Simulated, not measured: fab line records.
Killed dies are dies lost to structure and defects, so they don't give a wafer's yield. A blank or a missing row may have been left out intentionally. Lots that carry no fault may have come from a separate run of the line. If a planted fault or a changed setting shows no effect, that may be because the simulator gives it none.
One fault seen from 2 desks | flow gf180mcu | every desk sees just its own numbers, and what lay behind them comes last

## DESK OF THE TOOL OWNER: rie metal-01
The tool's own readings at GF_M5_METAL_ETCH_10 (etches the open film in Cl2/BCl3, stops on SiO2, target depth 627.5 nm, time 104.6 s): means of the sampled wafers that have a number, for each lot that ran on this tool. Marked OUT: a lot whose mean sits more than 4 standard deviations from the usual mean, which makes it out of limits; the brackets give that distance.
Columns: A = drypump motor current A at GF_M5_METAL_ETCH_10, usual 5.7 A; B = oes product au at GF_M5_METAL_ETCH_10, usual 0.971 a.u.; C = rf fwd power W at GF_M5_METAL_ETCH_10, usual 794 W; D = throttle valve pct at GF_M5_METAL_ETCH_10, usual 28.252 %
lot  | first seen here | A   | B     | C             | D
L509 | day 26 05:25    | 5.0 | 0.978 | 791           | 28.243
L523 | day 30 18:48    | 5.4 | 0.956 | 750 (-13) OUT | 28.275
L525 | day 31 03:07    | 5.4 | 0.948 | 747 (-14) OUT | 28.274
This desk's finding: out of limits on L523, L525; first on L523, day 30 18:48 (rf fwd power W at GF_M5_METAL_ETCH_10). Within limits: L509.

## METROLOGY DESK
What the gauges read for every lot (on any tool): the sampled wafers with a number, averaged. Marked OUT: a lot whose mean sits more than 4 standard deviations from the usual mean, which makes it out of limits; the brackets give that distance.
Columns: A = V4_W_RS at GF_V4_RS_MEAS_24, usual 0.328 ohm/sq; B = MIM_ALCU_THK at GF_MIM_THK_MEAS_11, usual 197.7 nm; C = V5_CVD_00_THK at GF_V5_THK_MEAS_01, usual 301 nm
lot  | first seen here | A     | B     | C
L509 | day 24 10:13    | 0.329 | 197.7 | 304
L510 | day 24 21:30    | 0.327 | 199.6 | 303
L511 | day 25 04:41    | 0.329 | 192.4 | 302
L513 | day 25 18:47    | 0.321 | 199.5 | 300
L514 | day 25 21:56    | 0.331 | 193.2 | 302
L515 | day 26 12:18    | 0.325 | 196.5 | 302
L516 | day 26 18:41    | 0.332 | 197.9 | 301
L518 | day 27 12:35    | 0.325 | 195.8 | 305
L523 | day 29 04:34    | 0.325 | 195.6 | 300
L525 | day 29 13:58    | 0.326 | 196.4 | 301
L528 | day 30 07:21    | 0.329 | 200.3 | 302
L530 | day 30 23:02    | 0.327 | 202.4 | 299
L531 | day 31 05:14    | 0.328 | 197.4 | 300
L532 | day 31 13:27    | 0.328 | 196.2 | 302
This desk's verdict: no lot among the 14 shows anything out of limits.

## ALL TOGETHER
The tool owner's desk had the chance to raise an alarm at day 30 18:48 on L523, L525.
From the metrology desk's view, nothing was out of limits.
The metrology desk has L523, L525 on record, within its limits.
GF_M5_METAL_ETCH_10 was run on rie metal-01 by each of the lots named.

## WHAT THE SIMULATOR HAD INSERTED
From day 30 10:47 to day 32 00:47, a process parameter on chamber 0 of rie metal-01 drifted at GF_M5_METAL_ETCH_10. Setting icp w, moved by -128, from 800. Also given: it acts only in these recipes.
Struck lots among those shown: L523, L525.
Delay in hours, fault start to first out-of-limits reading, by desk: the tool owner's desk at 8.
